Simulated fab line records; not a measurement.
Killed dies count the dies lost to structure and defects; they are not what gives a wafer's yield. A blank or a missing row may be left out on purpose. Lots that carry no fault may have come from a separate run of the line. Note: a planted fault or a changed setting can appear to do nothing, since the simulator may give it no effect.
fab line records -- flow sky130
record lots=13, wafers=39, lastDay=50
route steps=708 shown GATE_OXIDE@189 POLY_GATE@227 LDD_N@244 LDD_P@264 PAD_OPEN@708
lots that met no fault: taken from a fault-free run of the same line
startH: the number of hours between the record's first day and the start of the first shown wafer of the lot -- waitH: time in hours since the lot's previous step -- " same as the row above -- L1.1+2: several wafers, shown together as one row -- - either no value or no given start -- * or withheld: withheld -- < > ~ a bound
route shown NAME@n: NAME is a module with steps in the file, n the number in the route of the first one -- usual: mean/standard deviation taken from wafers without a fault -- same: alike in all rows -- chamber/n: place in a boat -- sites: readings site by site -- _std_site: the standard deviation of these -- _edge_site: the outer-site mean with the inner-site mean subtracted -- radiusMm: how far each site lies from the wafer's centre -- mask NAME#n: copy n -- behind: tool/chamber where the wafer was last shaped -- hold: reason for holding the lot/hours on hold/outcome of the hold -- device: names the non-switching transistor (n, p or np) -- end of line: tests of these same wafers at the route's end -- a step without rows: its recipe alone -- killed: dies lost to structure and defects at the first sort, not the wafer's yield -- map: shows each die of a wafer: x if killed, . if not, _ if none is there
set.NAME: the run value of the setting; set.NAME@STEP: its run value at that earlier step -- model.NAME: the simulator's own value behind a step, which no gauge read
a sample of lots followed through the steps of the route, with each step as a table and each wafer as a row
services: a tool's chamber out of use, with start hour (startH, from the record's first day; less than 0 if before it), hours out, and reason
## steps
# step SKY_GATE_OXIDE_THK_MEAS_02
# recipe reads=SiO2_of_GATE_OXIDE_OXIDATION_01
# usual GATE_OXIDE_OXIDATION_00_THK=10.20/0.19
lot.wafer,tool,chamber,startH,waitH,GATE_OXIDE_OXIDATION_00_THK[nm]
L335.1,filmMetro-02,-,286.95,0.0,10.00
L335.2,filmMetro-02,-,286.95,0.0,9.87
L335.4,filmMetro-02,-,286.95,0.0,10.09
L336.1,filmMetro-04,-,291.39,0.0,9.82
L336.3,filmMetro-04,-,291.39,0.0,9.81
L336.5,filmMetro-04,-,291.39,0.0,9.87
L337.1,filmMetro-01,-,298.95,0.0,10.58
L337.2,filmMetro-01,-,298.95,0.0,10.43
L337.6,filmMetro-01,-,298.95,0.0,10.29
L338.1,filmMetro-04,-,301.09,0.0,10.32
L338.3,filmMetro-04,-,301.09,0.0,10.19
L338.6,filmMetro-04,-,301.09,0.0,10.05
L339.1,filmMetro-04,-,315.72,0.0,10.13
L339.4,filmMetro-04,-,315.72,0.0,10.07
L339.5,filmMetro-04,-,315.72,0.0,10.04
L341.3,filmMetro-02,-,352.21,0.0,10.31
L341.4,filmMetro-02,-,352.21,0.0,10.37
L341.5,filmMetro-02,-,352.21,0.0,10.29
L343.2,filmMetro-02,-,388.26,0.0,10.11
L343.4,filmMetro-02,-,388.26,0.0,10.37
L343.5,filmMetro-02,-,388.26,0.0,10.16
L347.1,filmMetro-02,-,409.16,0.0,10.20
L347.3,filmMetro-02,-,409.16,0.0,10.19
L347.5,filmMetro-02,-,409.16,0.0,10.23
L348.2,filmMetro-02,-,419.18,0.0,10.34
L348.5,filmMetro-02,-,419.18,0.0,10.31
L348.6,filmMetro-02,-,419.18,0.0,10.37
L353.2,filmMetro-02,-,444.54,0.0,10.16
L353.3,filmMetro-02,-,444.54,0.0,10.32
L353.4,filmMetro-02,-,444.54,0.0,10.26
L352.2,filmMetro-01,-,445.95,0.0,10.32
L352.3,filmMetro-01,-,445.95,0.0,10.37
L352.5,filmMetro-01,-,445.95,0.0,10.15
L354.3,filmMetro-01,-,453.56,0.0,9.90
L354.4,filmMetro-01,-,453.56,0.0,10.08
L354.6,filmMetro-01,-,453.56,0.0,10.05
L357.4,filmMetro-02,-,460.97,0.0,10.07
L357.5,filmMetro-02,-,460.97,0.0,10.08
L357.6,filmMetro-02,-,460.97,0.0,10.23
# step SKY_POLY_GATE_CD_MEAS_13
# recipe targetCdNm=150
# usual cdNm=149.9/1.2
lot.wafer,tool,chamber,startH,waitH,cdNm
L335.1,cdSem-01,-,380.33,-,150.2
L335.2,cdSem-01,-,380.33,-,149.9
L335.4,cdSem-01,-,380.33,-,148.8
L336.1,cdSem-01,-,380.68,-,150.1
L336.3,cdSem-01,-,380.68,-,151.9
L336.5,cdSem-01,-,380.68,-,148.9
L337.1,cdSem-01,-,388.01,-,148.0
L337.2,cdSem-01,-,388.01,-,147.7
L337.6,cdSem-01,-,388.01,-,148.0
L338.1,cdSem-02,-,390.93,-,150.7
L338.3,cdSem-02,-,390.93,-,151.0
L338.6,cdSem-02,-,390.93,-,150.2
L339.1,cdSem-02,-,404.51,-,149.5
L339.4,cdSem-02,-,404.51,-,148.2
L339.5,cdSem-02,-,404.51,-,148.7
L341.3,cdSem-01,-,449.12,-,149.2
L341.4,cdSem-01,-,449.12,-,148.9
L341.5,cdSem-01,-,449.12,-,147.8
L343.2,cdSem-01,-,487.10,-,149.4
L343.4,cdSem-01,-,487.10,-,150.9
L343.5,cdSem-01,-,487.10,-,149.3
L347.1,cdSem-02,-,504.93,-,150.7
L347.3,cdSem-02,-,504.93,-,150.8
L347.5,cdSem-02,-,504.93,-,151.2
L348.2,cdSem-01,-,517.25,-,151.0
L348.5,cdSem-01,-,517.25,-,150.9
L348.6,cdSem-01,-,517.25,-,151.4
L353.2,cdSem-01,-,541.20,-,150.5
L353.3,cdSem-01,-,541.20,-,152.1
L353.4,cdSem-01,-,541.20,-,150.6
L352.2,cdSem-02,-,543.44,-,151.0
L352.3,cdSem-02,-,543.44,-,149.8
L352.5,cdSem-02,-,543.44,-,150.4
L354.3,cdSem-01,-,551.37,-,150.0
L354.4,cdSem-01,-,551.37,-,150.2
L354.6,cdSem-01,-,551.37,-,151.1
L357.4,cdSem-02,-,557.93,-,149.5
L357.5,cdSem-02,-,557.93,-,150.2
L357.6,cdSem-02,-,557.93,-,149.9
# step SKY_LDD_N_OVL_MEAS_07
# usual LDD_N_OVL=0.5/1.3
lot.wafer,tool,chamber,startH,waitH,LDD_N_OVL[nm]
L335.1,overlay-02,-,412.91,0.1,1.6
L335.2,overlay-02,-,412.91,0.1,1.2
L335.4,overlay-02,-,412.91,0.1,2.8
L336.1,overlay-02,-,413.08,0.1,0.6
L336.3,overlay-02,-,413.08,0.1,0.1
L336.5,overlay-02,-,413.08,0.1,-0.9
L337.1,overlay-02,-,419.73,0.1,1.2
L337.2,overlay-02,-,419.73,0.1,4.1
L337.6,overlay-02,-,419.73,0.1,1.2
L338.1,overlay-01,-,423.04,0.1,0.6
L338.3,overlay-01,-,423.04,0.1,1.8
L338.6,overlay-01,-,423.04,0.1,1.6
L339.1,overlay-01,-,435.81,0.1,-0.3
L339.4,overlay-01,-,435.81,0.1,1.2
L339.5,overlay-01,-,435.81,0.1,-1.6
L341.3,overlay-02,-,483.11,0.1,2.5
L341.4,overlay-02,-,483.11,0.1,2.1
L341.5,overlay-02,-,483.11,0.1,1.3
L343.2,overlay-02,-,520.04,0.1,2.5
L343.4,overlay-02,-,520.04,0.1,1.8
L343.5,overlay-02,-,520.04,0.1,1.1
L347.1,overlay-02,-,536.71,0.1,-0.1
L347.3,overlay-02,-,536.71,0.1,1.0
L347.5,overlay-02,-,536.71,0.1,1.0
L348.2,overlay-01,-,549.20,0.1,0.1
L348.5,overlay-01,-,549.20,0.1,-0.8
L348.6,overlay-01,-,549.20,0.1,-1.1
L353.2,overlay-02,-,573.25,0.1,0.5
L353.3,overlay-02,-,573.25,0.1,-0.6
L353.4,overlay-02,-,573.25,0.1,1.1
L352.2,overlay-01,-,574.92,0.1,0.3
L352.3,overlay-01,-,574.92,0.1,2.2
L352.5,overlay-01,-,574.92,0.1,0.9
L354.3,overlay-01,-,583.41,0.1,1.3
L354.4,overlay-01,-,583.41,0.1,2.8
L354.6,overlay-01,-,583.41,0.1,1.5
L357.4,overlay-01,-,588.48,0.1,1.8
L357.5,overlay-01,-,588.48,0.1,-1.8
L357.6,overlay-01,-,588.48,0.1,0.7
# step SKY_LDD_P_IMPLANT_09
# recipe species=BF2, energyKev=25, doseCm2=1e+13, tiltDeg=withheld
# usual doseIonsCm2=9.998e+12/9.3e+09, faradayCurrentUA=56.4/1.1
lot.wafer,tool,chamber,startH,waitH,doseIonsCm2,faradayCurrentUA
L336.1,implanter-04,0,444.00,0.0,1.0008e+13,56.7
L336.3,implanter-04,0,444.00,0.0,9.993e+12,57.2
L336.5,implanter-04,0,444.00,0.0,9.998e+12,56.3
L335.1,implanter-04,0,446.02,0.0,9.996e+12,57.5
L335.2,implanter-04,0,446.02,0.0,9.993e+12,58.8
L335.4,implanter-04,0,446.02,0.0,9.996e+12,55.5
L337.1,implanter-01,0,451.77,0.0,1e+13,56.8
L337.2,implanter-01,0,451.77,0.0,9.983e+12,57.4
L337.6,implanter-01,0,451.77,0.0,9.995e+12,58.8
L338.1,implanter-04,0,454.69,0.0,9.991e+12,54.7
L338.3,implanter-04,0,454.69,0.0,9.999e+12,55.7
L338.6,implanter-04,0,454.69,0.0,1.0006e+13,56.5
L339.1,implanter-02,0,467.14,0.0,1.0011e+13,54.7
L339.4,implanter-02,0,467.14,0.0,1.0004e+13,56.0
L339.5,implanter-02,0,467.14,0.0,1.0003e+13,55.1
L341.3,implanter-01,0,515.25,0.1,9.997e+12,57.3
L341.4,implanter-01,0,515.25,0.1,1e+13,57.2
L341.5,implanter-01,0,515.25,0.1,9.992e+12,57.1
L343.2,implanter-04,0,551.16,0.0,1.0001e+13,56.3
L343.4,implanter-04,0,551.16,0.0,1e+13,56.0
L343.5,implanter-04,0,551.16,0.0,9.987e+12,55.1
L347.1,implanter-01,0,567.57,0.0,9.997e+12,57.6
L347.3,implanter-01,0,567.57,0.0,9.996e+12,56.7
L347.5,implanter-01,0,567.57,0.0,9.987e+12,56.9
L348.2,implanter-01,0,579.91,0.0,1.937e+12,10.6
L348.5,implanter-01,0,579.91,0.0,1.94e+12,10.9
L348.6,implanter-01,0,579.91,0.0,1.943e+12,11.1
L353.2,implanter-04,0,603.91,0.0,9.991e+12,56.7
L353.3,implanter-04,0,603.91,0.0,9.993e+12,58.1
L353.4,implanter-04,0,603.91,0.0,9.997e+12,56.1
L352.2,implanter-01,0,605.81,0.0,1.905e+12,11.5
L352.3,implanter-01,0,605.81,0.0,1.924e+12,10.6
L352.5,implanter-01,0,605.81,0.0,1.917e+12,10.8
L354.3,implanter-04,0,614.72,0.1,9.991e+12,57.1
L354.4,implanter-04,0,614.72,0.1,1.0005e+13,57.8
L354.6,implanter-04,0,614.72,0.1,1.0004e+13,56.4
L357.4,implanter-02,0,618.80,0.1,1.0005e+13,56.8
L357.5,implanter-02,0,618.80,0.1,9.994e+12,58.4
L357.6,implanter-02,0,618.80,0.1,1.0036e+13,55.6
# step SKY_LDD_P_TW_MEAS_11
# usual LDD_P_TW=634/3.2
lot.wafer,tool,chamber,startH,waitH,LDD_P_TW
L336.1,filmMetro-01,-,444.25,0.1,631
L336.3,filmMetro-01,-,444.25,0.1,636
L336.5,filmMetro-01,-,444.25,0.1,636
L335.1,filmMetro-04,-,446.27,0.1,636
L335.2,filmMetro-04,-,446.27,0.1,636
L335.4,filmMetro-04,-,446.27,0.1,633
L337.1,filmMetro-02,-,452.02,0.1,643
L337.2,filmMetro-02,-,452.02,0.1,638
L337.6,filmMetro-02,-,452.02,0.1,639
L338.1,filmMetro-01,-,454.94,0.1,631
L338.3,filmMetro-01,-,454.94,0.1,631
L338.6,filmMetro-01,-,454.94,0.1,632
L339.1,filmMetro-04,-,467.39,0.1,629
L339.4,filmMetro-04,-,467.39,0.1,628
L339.5,filmMetro-04,-,467.39,0.1,628
L341.3,filmMetro-01,-,515.47,0.1,633
L341.4,filmMetro-01,-,515.47,0.1,635
L341.5,filmMetro-01,-,515.47,0.1,636
L343.2,filmMetro-02,-,551.40,0.1,638
L343.4,filmMetro-02,-,551.40,0.1,637
L343.5,filmMetro-02,-,551.40,0.1,638
L347.1,filmMetro-01,-,567.82,0.1,635
L347.3,filmMetro-01,-,567.82,0.1,632
L347.5,filmMetro-01,-,567.82,0.1,631
L348.2,filmMetro-02,-,580.15,0.1,384
L348.5,filmMetro-02,-,580.15,0.1,381
L348.6,filmMetro-02,-,580.15,0.1,383
L353.2,filmMetro-02,-,604.15,0.1,630
L353.3,filmMetro-02,-,604.15,0.1,632
L353.4,filmMetro-02,-,604.15,0.1,630
L352.2,filmMetro-02,-,606.05,0.1,383
L352.3,filmMetro-02,-,606.05,0.1,386
L352.5,filmMetro-02,-,606.05,0.1,385
L354.3,filmMetro-01,-,614.94,0.1,637
L354.4,filmMetro-01,-,614.94,0.1,632
L354.6,filmMetro-01,-,614.94,0.1,640
L357.4,filmMetro-04,-,619.00,0.1,631
L357.5,filmMetro-04,-,619.00,0.1,634
L357.6,filmMetro-04,-,619.00,0.1,632
# step SKY_PAD_OPEN_PROBE_99
# usual killed_at_M0_to_M3=44/6.2, killed_at_M4_up=3.3/1.8, killedAtContacts=25/5.8, killedAtFrontEnd=15/4, killedAtOther=0.3/0.49, killedDies=88/8.8, killedOpen=48/6.5, killedShort=39/6.3
# same grossDies=492, killedAtBackSide=0
lot.wafer,tool,chamber,startH,waitH,killed_at_M0_to_M3,killed_at_M4_up,killedAtContacts,killedAtFrontEnd,killedAtOther,killedDies,killedOpen,killedShort
L339.1,prober-02,-,1101.43,0.1,36,1,29,16,0,82,41,41
L339.4,prober-02,-,1101.58,0.2,32,3,31,21,0,87,44,43
L339.5,prober-02,-,1101.63,0.2,46,5,24,10,1,86,49,37
L348.2,prober-02,-,1176.41,0.1,48,1,14,16,0,79,33,45
L348.5,prober-02,-,1176.56,0.2,40,6,23,9,0,78,36,41
L348.6,prober-02,-,1176.61,0.2,45,2,14,17,0,78,38,38
L352.2,prober-01,-,1190.30,0.1,47,3,25,21,0,96,52,44
L352.3,prober-01,-,1190.35,0.2,38,3,24,16,1,82,43,39
L352.5,prober-01,-,1190.45,0.2,45,3,30,8,0,86,47,39
# killed by level:class
L339.1 CONTACT:geometricParticle:open=11 METAL2:geometricParticle:short=8 VIA3:geometricParticle:open=8 FIELD_ISO:geometricParticle:short=5 POLY_GATE:geometricParticle:open=5 LI_CONTACT:geometricParticle:open=5 CONTACT:geometricParticle:short=5 LOCAL_INTERCONNECT:geometricParticle:short=4
L339.4 CONTACT:geometricParticle:open=9 LI_CONTACT:geometricParticle:open=8 CONTACT:geometricParticle:short=7 VIA1:geometricParticle:open=7 FIELD_ISO:geometricParticle:short=6 METAL2:geometricParticle:short=6 METAL1:geometricParticle:short=6 FIELD_ISO:geometricParticle:open=5
L339.5 CONTACT:geometricParticle:open=11 METAL2:geometricParticle:short=9 VIA3:geometricParticle:open=8 VIA2:geometricParticle:open=7 VIA1:geometricParticle:open=6 LI_CONTACT:geometricParticle:open=5 VIA1:geometricParticle:short=4 VIA3:geometricParticle:short=4
L348.2 METAL1:geometricParticle:short=9 VIA1:geometricParticle:short=7 VIA1:geometricParticle:open=7 METAL2:geometricParticle:short=6 FIELD_ISO:geometricParticle:short=5 LI_CONTACT:geometricParticle:open=5 VIA3:geometricParticle:open=5 VIA2:geometricParticle:open=5
L348.5 VIA1:geometricParticle:open=9 METAL1:geometricParticle:short=7 CONTACT:geometricParticle:open=6 METAL2:geometricParticle:short=6 LOCAL_INTERCONNECT:geometricParticle:short=5 LI_CONTACT:geometricParticle:short=5 VIA3:geometricParticle:open=5 CONTACT:geometricParticle:short=3
L348.6 VIA1:geometricParticle:open=12 METAL2:geometricParticle:short=8 POLY_GATE:geometricParticle:short=5 POLY_GATE:geometricParticle:open=5 VIA1:geometricParticle:short=5 LI_CONTACT:geometricParticle:open=4 VIA2:geometricParticle:open=4 CONTACT:geometricParticle:short=4
L352.2 VIA1:geometricParticle:open=12 CONTACT:geometricParticle:open=10 POLY_GATE:geometricParticle:short=8 VIA2:geometricParticle:open=8 FIELD_ISO:geometricParticle:short=5 CONTACT:geometricParticle:short=5 LI_CONTACT:geometricParticle:open=5 VIA1:geometricParticle:short=5
L352.3 VIA1:geometricParticle:open=7 LOCAL_INTERCONNECT:geometricParticle:short=6 CONTACT:geometricParticle:open=6 VIA2:geometricParticle:open=6 VIA3:geometricParticle:short=6 VIA3:geometricParticle:open=6 VIA1:geometricParticle:short=5 FIELD_ISO:geometricParticle:open=4
L352.5 VIA1:geometricParticle:open=11 CONTACT:geometricParticle:open=9 LI_CONTACT:geometricParticle:open=7 VIA1:geometricParticle:short=6 VIA2:geometricParticle:open=6 CONTACT:geometricParticle:short=5 VIA3:geometricParticle:short=5 METAL2:geometricParticle:short=5
## services
tool,chamber,startH,hours,kind
implanter-01,-,424.22,1.9,repair
implanter-04,-,434.04,3.7,pm
implanter-04,-,456.11,6.0,pm
implanter-02,-,518.53,4.0,pm
implanter-04,-,551.69,4.7,pm
implanter-02,-,561.56,4.1,repair
## key
firstSign step=SKY_LDD_P_IMPLANT_09, reading=doseIonsCm2, direction=down, sigmas=99+, usual=*, struck=*
effect step=SKY_LDD_P_IMPLANT_09, reading=faradayCurrentUA, direction=down, sigmas=41, usual=56.4, struck=10.9
effect step=SKY_LDD_P_TW_MEAS_11, reading=LDD_P_TW, direction=down, sigmas=78, usual=634, struck=384
metAt SKY_LDD_P_IMPLANT_09
struckLots L348,L352
testerLeftOut L348,L352
notActingAt SKY_GATE_OXIDE_THK_MEAS_02,SKY_POLY_GATE_CD_MEAS_13,SKY_LDD_N_OVL_MEAS_07
onsetBetween 567.57 579.91
fault kind=processParameterDrift, tool=implanter-01, chamber=-, onsetH=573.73, steps=SKY_LDD_P_IMPLANT_09, channel=doseCm2, offset=*, shape=step, endH=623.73, actsIn=*, stated=*
# testerLeftOut: of these lots the tester's yield and bins aren't shown, on N5 and GAA mostly nor the transistor test; their killed dies are dies lost to structure and defects alone, not to doping, threshold or leakage, so they don't give the yield
